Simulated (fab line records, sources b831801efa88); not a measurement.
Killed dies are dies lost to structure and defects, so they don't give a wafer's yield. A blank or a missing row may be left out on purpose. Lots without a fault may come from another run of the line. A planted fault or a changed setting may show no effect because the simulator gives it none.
fab line records | flow sky130
record lots=12 wafers=36 last_day=50
route steps=708 shown SONOS_TUNNEL@162 RES_PROTECT@214 LDD_HVP@285
lots that met no fault: from a run of the same line without faults
start_h: hours from the record's first day to the start of the lot's first wafer shown | wait_h: hours since the lot's step before | " the same as in the row above | L1.1+2: a row that stands for several wafers | - no value, or no start given | * or withheld: withheld | < > ~ a bound
route shown NAME@n: a module of which the file shows steps, and the number in the route of the first | usual: mean/standard deviation of fault-free wafers | same: alike in all rows | chamber/n: place in a boat | sites: the reading at each site | _std_site: their standard deviation | _edge_site: outer sites' mean less inner sites' | radius_mm: how far each site lies from the wafer's centre | mask NAME#n: copy n | behind: the tool/chamber that last shaped the wafer | hold: why the lot was held/for how many hours/how that ended | device: the transistor (n, p or np) that didn't switch | end of line: the same wafers' tests at the end of the route | a step without rows: its recipe alone | killed: dies lost to structure and defects at the first sort, not the wafer's yield | map: a wafer's dies, x killed, . not, _ none there
set.NAME: the setting as run; set.NAME@STEP: as run at that earlier step | model.NAME: the simulator's own value behind a step, which no gauge read
steps of the route over a sample of lots; a table a step, a row a wafer
services: from which hour (start_h, from the record's first day; less than 0 if before it) a tool's chamber was out of use, for how many hours, and why
## steps
# step SKY_SONOS_TUNNEL_OVL_MEAS_08
# usual SONOS_TUNNEL_OVL=-0.4/1.3
# columns lot.wafer tool chamber start_h wait_h SONOS_TUNNEL_OVL[nm]
L580.1 overlay-02 - 243.73 0.1 -1.0
L580.4 " - " " -0.8
L580.6 " - " " -0.3
L581.3 overlay-02 - 250.13 0.1 -0.9
L581.4 " - " " -1.0
L581.5 " - " " -0.6
L582.4 overlay-02 - 252.99 0.1 1.2
L582.5 " - " " 1.8
L582.6 " - " " 2.6
L583.1 overlay-01 - 264.01 0.1 1.4
L583.2 " - " " -1.1
L583.4 " - " " 0.3
L585.2 overlay-02 - 283.06 0.1 -3.3
L585.5 " - " " -2.5
L585.6 " - " " -3.7
L592.1 overlay-02 - 387.62 0.1 -1.1
L592.2 " - " " 0.2
L592.5 " - " " -0.3
L595.2 overlay-02 - 389.98 0.1 0.7
L595.3 " - " " 1.4
L595.6 " - " " 0.5
L594.1 overlay-01 - 393.47 0.1 1.5
L594.3 " - " " 0.5
L594.6 " - " " 1.2
L598.1 overlay-02 - 401.22 0.1 -0.8
L598.2 " - " " -2.0
L598.3 " - " " 0.6
L599.1 overlay-01 - 406.32 0.1 0.1
L599.3 " - " " 0.7
L599.6 " - " " -1.5
L602.1 overlay-02 - 426.30 0.1 -0.9
L602.5 " - " " -2.3
L602.6 " - " " -0.4
L603.4 overlay-01 - 435.22 0.1 1.3
L603.5 " - " " -1.1
L603.6 " - " " -0.3
# step SKY_RES_PROTECT_STRIP_07
# recipe chemistry=O2/N2 power_w=1400 pressure_mtorr=1500 platen_temp_c=withheld o2_flow_sccm=3000 n2_flow_sccm=300 overash_fraction=0.5
# usual drypump_motor_current_A=6.2/0.4 oes_product_au=0.517/0.0051 strip_time_to_endpoint_s=23.28/0.046
# columns lot.wafer tool chamber start_h wait_h drypump_motor_current_A oes_product_au rf_hours_counter_h strip_time_to_endpoint_s
L580.1 plasma_asher-02 1 333.05 0.1 6.2 0.521 50 23.32
L580.4 " 1 " " 6.2 0.513 - 23.29
L580.6 " 0 " " 5.8 0.511 - 23.27
L581.3 plasma_asher-02 1 336.77 0.1 6.2 0.522 - 23.29
L581.4 " 0 " " 5.8 0.515 - 23.30
L581.5 " 0 " " 5.8 0.509 - 23.32
L582.4 plasma_asher-02 1 338.29 0.1 6.2 0.510 - 23.22
L582.5 " 0 " " 5.8 0.524 - 23.28
L582.6 " 1 " " 6.1 0.515 - 23.24
L583.1 plasma_asher-01 1 352.80 0.1 6.4 0.513 25 23.26
L583.2 " 0 " " 6.2 0.525 25 23.31
L583.4 " 1 " " 6.4 0.523 - 23.30
L585.2 plasma_asher-02 1 375.20 0.1 6.2 0.511 54 23.28
L585.5 " 1 " " 6.2 0.517 - 23.30
L585.6 " 0 " " 5.8 0.518 - 23.26
L592.1 plasma_asher-04 1 493.51 0.1 6.7 0.524 77 23.28
L592.2 " 0 " " 5.2 0.506 77 23.25
L592.5 " 1 " " 6.8 0.514 - 23.22
L594.1 plasma_asher-02 0 498.45 0.1 5.8 0.522 64 23.40
L594.3 " 0 " " 5.8 0.518 - 23.37
L594.6 " 1 " " 6.2 0.522 - 23.37
L595.2 plasma_asher-04 0 498.75 0.1 5.2 0.521 77 23.41
L595.3 " 0 " " 5.2 0.517 - 23.33
L595.6 " 1 " " 6.7 0.523 - 23.37
L598.1 plasma_asher-01 0 508.55 0.1 6.3 0.522 42 23.25
L598.2 " 1 " " 6.4 0.528 42 23.26
L598.3 " 1 " " 6.4 0.517 - 23.27
L599.1 plasma_asher-01 0 509.20 0.1 6.2 0.521 42 23.27
L599.3 " 0 " " 6.3 0.511 - 23.21
L599.6 " 1 " " 6.4 0.515 - 23.20
L602.1 plasma_asher-01 0 533.20 0.1 6.3 0.521 45 23.23
L602.5 " 1 " " 6.4 0.527 - 23.25
L602.6 " 0 " " 6.3 0.517 - 23.25
L603.4 plasma_asher-01 1 539.68 0.1 6.4 0.515 - 23.28
L603.5 " 1 " " 6.4 0.513 - 23.30
L603.6 " 0 " " 6.3 0.511 - 23.26
# step SKY_LDD_HVP_OVL_MEAS_07
# usual LDD_HVP_OVL=1.0/1.3
# columns lot.wafer tool chamber start_h wait_h LDD_HVP_OVL[nm]
L580.1 overlay-01 - 489.90 0.1 1.8
L580.4 " - " " 1.0
L580.6 " - " " 0.7
L581.3 overlay-02 - 490.81 0.1 0.5
L581.4 " - " " 1.6
L581.5 " - " " 1.0
L582.4 overlay-02 - 492.60 0.1 1.9
L582.5 " - " " 4.4
L582.6 " - " " 0.9
L583.1 overlay-01 - 507.73 0.1 -1.5
L583.2 " - " " 0.9
L583.4 " - " " 0.7
L585.2 overlay-02 - 532.11 0.1 3.0
L585.5 " - " " 2.6
L585.6 " - " " 1.8
L592.1 overlay-02 - 647.85 0.1 -0.2
L592.2 " - " " 0.1
L592.5 " - " " 0.1
L594.1 overlay-01 - 652.75 0.1 0.2
L594.3 " - " " 1.6
L594.6 " - " " 1.8
L595.2 overlay-01 - 654.46 0.1 2.7
L595.3 " - " " 2.7
L595.6 " - " " 3.0
L598.1 overlay-02 - 662.18 0.1 1.4
L598.2 " - " " 0.9
L598.3 " - " " -0.9
L599.1 overlay-01 - 663.68 0.1 -0.7
L599.3 " - " " 2.4
L599.6 " - " " 1.3
L602.1 overlay-02 - 683.50 0.1 3.3
L602.5 " - " " 2.4
L602.6 " - " " 3.9
L603.4 overlay-02 - 690.32 0.1 0.6
L603.5 " - " " 1.9
L603.6 " - " " 3.0
# step SKY_LDD_HVP_IMPLANT_08
# recipe species=B energy_kev=20 dose_cm2=1.7e+13 tilt_deg=17.9
# usual beam_on_s=10.01/0.2 dose_ions_cm2=1.6996e+13/1.9e+10
# columns lot.wafer tool chamber start_h wait_h beam_on_s dose_ions_cm2
L580.1 implanter-02 0 489.94 0.0 9.61 1.6989e+13
L580.4 " 0 " " 10.25 1.6982e+13
L580.6 " 0 " " 10.31 1.6976e+13
L580.1 implanter-02 0 490.26 0.3 10.11 1.702e+13
L580.4 " 0 " " 9.75 1.7004e+13
L580.6 " 0 " " 10.20 1.6998e+13
L581.3 implanter-03 0 490.89 0.1 10.22 1.6988e+13
L581.4 " 0 " " 9.87 1.7016e+13
L581.5 " 0 " " 10.02 1.6995e+13
L582.4 implanter-03 0 492.69 0.1 10.01 1.6987e+13
L582.5 " 0 " " 10.06 1.6982e+13
L582.6 " 0 " " 9.98 1.699e+13
L583.1 implanter-02 0 507.77 0.0 9.91 1.7032e+13
L583.2 " 0 " " 10.12 1.7028e+13
L583.4 " 0 " " 9.64 1.7006e+13
L583.1 implanter-02 0 508.09 0.3 10.13 1.698e+13
L583.2 " 0 " " 10.21 1.698e+13
L583.4 " 0 " " 10.12 1.6963e+13
L585.2 implanter-04 0 532.16 0.0 9.87 1.7e+13
L585.5 " 0 " " 10.28 1.7005e+13
L585.6 " 0 " " 9.97 1.6993e+13
L585.2 implanter-04 0 532.48 0.3 10.09 1.6993e+13
L585.5 " 0 " " 9.91 1.7024e+13
L585.6 " 0 " " 10.05 1.7006e+13
L592.1 implanter-02 0 647.89 0.0 9.96 1.7027e+13
L592.2 " 0 " " 9.92 1.7034e+13
L592.5 " 0 " " 9.97 1.6998e+13
L594.1 implanter-03 0 652.79 0.0 9.96 1.6968e+13
L594.3 " 0 " " 10.55 1.697e+13
L594.6 " 0 " " 10.09 1.6967e+13
L595.2 implanter-04 0 654.51 0.0 9.68 1.7026e+13
L595.3 " 0 " " 10.07 1.7009e+13
L595.6 " 0 " " 9.72 1.7043e+13
L598.1 implanter-02 0 662.22 0.0 10.27 1.6969e+13
L598.2 " 0 " " 9.75 1.6984e+13
L598.3 " 0 " " 9.95 1.6996e+13
L599.1 implanter-04 0 663.72 0.0 10.00 1.6974e+13
L599.3 " 0 " " 9.98 1.6994e+13
L599.6 " 0 " " 9.73 1.6994e+13
L602.1 implanter-02 0 683.54 0.0 9.84 1.6968e+13
L602.5 " 0 " " 10.01 1.7007e+13
L602.6 " 0 " " 9.85 1.6977e+13
L603.4 implanter-04 0 690.41 0.1 10.14 1.7003e+13
L603.5 " 0 " " 10.08 1.701e+13
L603.6 " 0 " " 10.23 1.7016e+13
# step SKY_LDD_HVP_TW_MEAS_10
# usual LDD_HVP_TW=457/4.9
# columns lot.wafer tool chamber start_h wait_h LDD_HVP_TW
L580.1 film_metro-02 - 490.51 0.1 567
L580.4 " - " " 568
L580.6 " - " " 568
L581.3 film_metro-02 - 491.11 0.1 458
L581.4 " - " " 458
L581.5 " - " " 456
L582.4 film_metro-02 - 492.90 0.1 457
L582.5 " - " " 459
L582.6 " - " " 459
L583.1 film_metro-01 - 508.34 0.1 578
L583.2 " - " " 575
L583.4 " - " " 574
L585.2 film_metro-03 - 532.71 0.1 561
L585.5 " - " " 563
L585.6 " - " " 561
L592.1 film_metro-02 - 648.14 0.1 457
L592.2 " - " " 459
L592.5 " - " " 461
L594.1 film_metro-03 - 653.04 0.1 447
L594.3 " - " " 449
L594.6 " - " " 449
L595.2 film_metro-03 - 654.75 0.1 452
L595.3 " - " " 449
L595.6 " - " " 450
L598.1 film_metro-03 - 662.47 0.1 449
L598.2 " - " " 449
L598.3 " - " " 449
L599.1 film_metro-03 - 663.97 0.1 450
L599.3 " - " " 450
L599.6 " - " " 451
L602.1 film_metro-01 - 683.79 0.1 465
L602.5 " - " " 464
L602.6 " - " " 464
L603.4 film_metro-02 - 690.62 0.1 459
L603.5 " - " " 459
L603.6 " - " " 457
## services
# columns tool chamber start_h hours kind
plasma_asher-04 - 331.65 25.1 repair
implanter-04 - 373.78 18.8 pm
plasma_asher-04 - 390.94 4.5 repair
implanter-04 - 410.45 1.2 repair
implanter-02 - 415.07 2.5 repair
implanter-03 - 432.55 3.9 pm
plasma_asher-02 - 455.86 28.1 pm
implanter-04 - 468.76 1.0 repair
implanter-03 - 482.96 1.0 repair
implanter-02 - 490.60 3.0 repair
plasma_asher-01 - 497.35 7.7 repair
implanter-03 - 511.51 2.8 pm
implanter-03 - 514.97 5.4 repair
plasma_asher-04 - 517.48 14.6 pm
implanter-02 - 528.85 5.5 pm
implanter-02 - 549.29 6.5 repair
implanter-04 - 551.00 4.1 pm
implanter-03 - 553.64 2.4 repair
implanter-03 - 574.33 1.5 repair
implanter-03 - 594.88 1.8 repair
plasma_asher-02 - 596.10 1.3 repair
implanter-03 - 660.89 2.9 repair
implanter-04 - 667.40 10.4 repair
## key
first_sign step=SKY_LDD_HVP_IMPLANT_08 reading=visit direction=added
effect step=SKY_LDD_HVP_TW_MEAS_10 reading=LDD_HVP_TW direction=up sigmas=23 usual=457 struck=568
met_at SKY_LDD_HVP_IMPLANT_08
struck_lots L580,L583,L585
tester_left_out L580,L583,L585
not_acting_at SKY_SONOS_TUNNEL_OVL_MEAS_08,SKY_RES_PROTECT_STRIP_07,SKY_LDD_HVP_OVL_MEAS_07
fault kind=repeated_step_whole tool=implanter-02,implanter-03,implanter-04 chamber=- onset_h=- steps=SKY_LDD_HVP_IMPLANT_08 times=1 scope=struck_lots_only
# tester_left_out: of these lots the tester's yield and bins aren't shown, on N5 and GAA mostly nor the transistor test; their killed dies are dies lost to structure and defects alone, not to doping, threshold or leakage, so they don't give the yield
